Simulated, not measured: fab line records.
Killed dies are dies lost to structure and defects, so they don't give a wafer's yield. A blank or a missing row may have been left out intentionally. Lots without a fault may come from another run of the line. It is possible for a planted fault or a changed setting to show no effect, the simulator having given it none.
The tool behind it: which one? :: flow gf180mcu :: 21 wafers from 7 lots sampled at 3 of the route's 602 steps

== WHAT THE GAUGES SHOWED, per wafer ==
GF_V5_THK_MEAS_01.
lot: L709
measured: day 26 09:58
on: filmMetro-01
V5_CVD_00_THK (nm): 298.7 297.7 294.4

lot: L712
measured: day 27 17:39
on: filmMetro-03
V5_CVD_00_THK (nm): 299.0 298.0 295.3

lot: L715
measured: day 28 08:12
on: filmMetro-03
V5_CVD_00_THK (nm): 299.1 300.9 298.0

lot: L718
measured: day 29 09:06
on: filmMetro-03
V5_CVD_00_THK (nm): 299.0 298.1 299.3

lot: L721
measured: day 30 10:35
on: filmMetro-02
V5_CVD_00_THK (nm): 299.2 296.5 297.2

lot: L731
measured: day 32 20:19
on: filmMetro-01
V5_CVD_00_THK (nm): 298.5 295.4 305.5

== WHAT TOOL EACH LOT RAN ON (gives the tool, then ch and the chambers of the sampled wafers, and finally the start) ==
lot: L709
GF_MIM_SPUTTER_01: pvdSputter-03, day 24 14:14
GF_M5_DEVELOP_06: lithoTrack-04 ch 0, day 26 08:55

lot: L712
GF_MIM_SPUTTER_01: pvdSputter-03, day 25 23:32
GF_M5_DEVELOP_06: lithoTrack-04 ch 0, day 27 16:38

lot: L715
GF_MIM_SPUTTER_01: pvdSputter-03, day 26 15:21
GF_M5_DEVELOP_06: lithoTrack-04 ch 0, day 28 07:11

lot: L718
GF_MIM_SPUTTER_01: pvdSputter-04, day 27 16:44
GF_M5_DEVELOP_06: lithoTrack-04 ch 0, day 29 08:01

lot: L721
GF_MIM_SPUTTER_01: pvdSputter-03, day 28 20:33
GF_M5_DEVELOP_06: lithoTrack-01 ch 0, day 30 09:29

lot: L723
GF_MIM_SPUTTER_01: pvdSputter-04, day 29 13:20
GF_M5_DEVELOP_06: lithoTrack-01, day 31 01:59

lot: L731
GF_MIM_SPUTTER_01: pvdSputter-03, day 31 09:50
GF_M5_DEVELOP_06: lithoTrack-01 ch 0, day 32 19:02
- GF_MIM_SPUTTER_01: material TiN, target thk 30 nm, time 25 s.
- GF_M5_DEVELOP_06: develop time 60 s.

== THE ANSWER, worked out from the rows above alone ==
Rule: the lots themselves supply what counts as usual. Put in order of their means at a reading, lots are off if they are a third of the lots or fewer, leave a main group of 4 or more, and stand apart from it by a gap of 3 or more times the standard deviation of the main group's means; of several such gaps the widest counts. If all means in a main group match to the digits the tables above print for the reading, that group is not used. Also off: a lot with no number at a reading for which 4 or more lots have one. The other lots that the step has rows for count as sound.
No lot is off at any reading shown: from this, nothing can be told.

== WHAT THE SIMULATOR HAD INSERTED ==
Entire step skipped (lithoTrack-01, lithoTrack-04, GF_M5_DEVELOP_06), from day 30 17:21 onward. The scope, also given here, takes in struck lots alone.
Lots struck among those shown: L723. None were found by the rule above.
